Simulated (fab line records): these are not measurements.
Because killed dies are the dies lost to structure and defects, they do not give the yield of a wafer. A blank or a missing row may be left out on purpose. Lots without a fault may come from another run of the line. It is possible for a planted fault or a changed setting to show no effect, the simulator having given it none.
Commonality check across tools ; flow gf180mcu ; 11 lots, 42 wafers sampled

## REASON IT WAS OPENED
Of 11 lots, 3 have the reading VT_IMPLANT_2_TW flagged at GF_VT_IMPLANT_TW_MEAS_21. Fault-free wafers read 1214, with a standard deviation of 7.4.
Rule: a lot gets a flag if all its wafers with a number sit over 4 standard deviations from that mean, or if no wafer of it has a number. The rest of the lots are taken to be sound.

lot;measured;on;VT_IMPLANT_2_TW, wafer by wafer;flag
L966;day 6 15:17;film_metro-01;1213 1219 1217;
L967;day 6 20:30;film_metro-02;1221 1212 1224;
L971;day 8 02:37;film_metro-04;1205 1199 1200;
L973;day 8 12:55;film_metro-04;1146 1147 1139 1146 1143 1144;FLAGGED
L975;day 9 03:29;film_metro-01;1149 1147 1154 1151 1151 1149;FLAGGED
L977;day 9 13:43;film_metro-01;1152 1157 1149 1148 1151 1156;FLAGGED
L980;day 10 08:04;film_metro-01;1219 1211 1221;
L983;day 11 02:37;film_metro-02;1222 1215 1214;
L984;day 11 09:32;film_metro-02;1213 1218 1213;
L987;day 12 03:27;film_metro-02;1227 1224 1223;
L988;day 12 08:52;film_metro-04;1215 1216 1216;
Average over the flagged lots: 1149; offset from the usual -65, equal to -9 standard deviations.

## LOT BY LOT: THE TOOL USED
The record holds 2 process steps before the reading, out of a route of 602 steps. Read each cell as the tool, then ch plus the chambers that the sampled wafers visited, then the start.
lot;flag;GF_VT_IMPLANT_STRIP_09;GF_VT_IMPLANT_IMPLANT_19
L966;;plasma_asher-03 ch 0,1, day 5 23:13;implanter-03 ch 0, day 6 15:02
L967;;plasma_asher-02 ch 0,1, day 6 04:15;implanter-01 ch 0, day 6 20:17
L971;;plasma_asher-02 ch 0,1, day 7 10:08;implanter-01 ch 0, day 8 02:24
L973;FLAGGED;plasma_asher-03 ch 0,1, day 7 20:28;implanter-01 ch 0, day 8 12:40
L975;FLAGGED;plasma_asher-03 ch 0,1, day 8 09:35;implanter-01 ch 0, day 9 03:17
L977;FLAGGED;plasma_asher-01 ch 0,1, day 8 19:33;implanter-01 ch 0, day 9 13:28
L980;;plasma_asher-02 ch 0,1, day 9 13:38;implanter-04 ch 0, day 10 07:51
L983;;plasma_asher-01 ch 1, day 10 08:15;implanter-04 ch 0, day 11 02:22
L984;;plasma_asher-01 ch 0,1, day 10 15:05;implanter-03 ch 0, day 11 09:20
L987;;plasma_asher-02 ch 0,1, day 11 08:53;implanter-04 ch 0, day 12 03:14
L988;;plasma_asher-02 ch 0,1, day 11 13:13;implanter-04 ch 0, day 12 08:38
What these steps do:
- GF_VT_IMPLANT_STRIP_09: strips in O2/N2.
- GF_VT_IMPLANT_IMPLANT_19
- GF_VT_IMPLANT_TW_MEAS_21

## FLAGGED OVER TOTAL, TOOL BY TOOL (the gauges that took the reading come last)
step;tool;lots run;flagged;share of the flagged lots;sound lots run after its first flagged lot
GF_VT_IMPLANT_STRIP_09;plasma_asher-01;3;1;some;2 (L983,L984)
GF_VT_IMPLANT_STRIP_09;plasma_asher-02;5;0;none;-
GF_VT_IMPLANT_STRIP_09;plasma_asher-03;3;2;some;0
GF_VT_IMPLANT_IMPLANT_19;implanter-01;5;3;all;0
GF_VT_IMPLANT_IMPLANT_19;implanter-03;2;0;none;-
GF_VT_IMPLANT_IMPLANT_19;implanter-04;4;0;none;-
GF_VT_IMPLANT_TW_MEAS_21;film_metro-01;4;2;some;1 (L980)
GF_VT_IMPLANT_TW_MEAS_21;film_metro-02;4;0;none;-
GF_VT_IMPLANT_TW_MEAS_21;film_metro-04;3;1;some;1 (L988)

## THE TABLE: WHAT IT ALLOWS
All flagged lots share 1 row of the table, namely implanter-01 at GF_VT_IMPLANT_IMPLANT_19.
- implanter-01 at GF_VT_IMPLANT_IMPLANT_19 ran 5 lots, 3 of them flagged. Its last sound lot is L971 (day 8 02:24), its first flagged lot L973 (day 8 12:40): a fault that began between those two fits. Its own readings (beam_energy_keV) fall more than 4 standard deviations out on all wafers of the flagged lots.
What remains is a single tool, implanter-01 at GF_VT_IMPLANT_IMPLANT_19.

## WHAT THE SIMULATOR HAD PUT IN
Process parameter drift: implanter-01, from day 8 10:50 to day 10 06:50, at GF_VT_IMPLANT_IMPLANT_19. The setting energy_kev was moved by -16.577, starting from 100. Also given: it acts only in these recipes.
Struck lots among those shown: L973, L975, L977. This agrees with what the rule above found.
